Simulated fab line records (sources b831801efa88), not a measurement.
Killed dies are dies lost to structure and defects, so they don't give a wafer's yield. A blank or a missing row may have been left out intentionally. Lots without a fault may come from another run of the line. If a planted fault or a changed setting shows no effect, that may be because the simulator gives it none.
Chamber matching | flow sky130 | 4 sister chambers for SKY_FIELD_ISO_ETCH_17 on rie-si-02
The step etches Si in HBr/Cl2/O2, target depth 342 nm, time 97.7 s. 4 wafers are shown with their chamber, then 7 later ones without.

EACH WAFER AND ITS CHAMBER
wafer  | chamber | oes-product-au (a.u.)
L079.4 | 2       | 1.024
L083.1 | 0       | 1.008
L084.2 | 1       | 1.024
L084.3 | 3       | 0.997

WAFERS WHOSE CHAMBER IS MISSING
wafer  | oes-product-au (a.u.)
L084.4 | 1.018
L090.1 | 1.015
L090.2 | 1.010
L090.5 | 1.004
L097.2 | 1.003
L097.4 | 1.016
L097.6 | 1.010

CHAMBER TAKEN BY EACH
wafer  | from the rows above          | in truth
L084.4 | can't be placed: 1 or 2 or 0 | 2
L090.1 | can't be placed: 0 or 1 or 2 | 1
L090.2 | 0                            | 0
L090.5 | can't be placed: 0 or 3      | 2
L097.2 | can't be placed: 0 or 3      | 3
L097.4 | can't be placed: 0 or 1 or 2 | 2
L097.6 | 0                            | 0
Placed correctly: 2 of 7. Can't be placed from these rows: 5 (the true chamber is among the candidates in 4). Number placed wrongly: 0.
How it was worked out, from the rows above alone: a wafer's distance from a chamber is the root of the sum, over the readings, of the square of ((its reading less the chamber's mean) divided by the reading's scatter). If the next closest chamber is less than 2 further off than the closest, the wafer can't be placed; otherwise it belongs to the closest. The mean given for a chamber averages the wafers shown for that chamber. The scatter (one wafer shown for each chamber): square how far every hidden wafer sits from the nearest shown wafer, average those squares and take the square root.
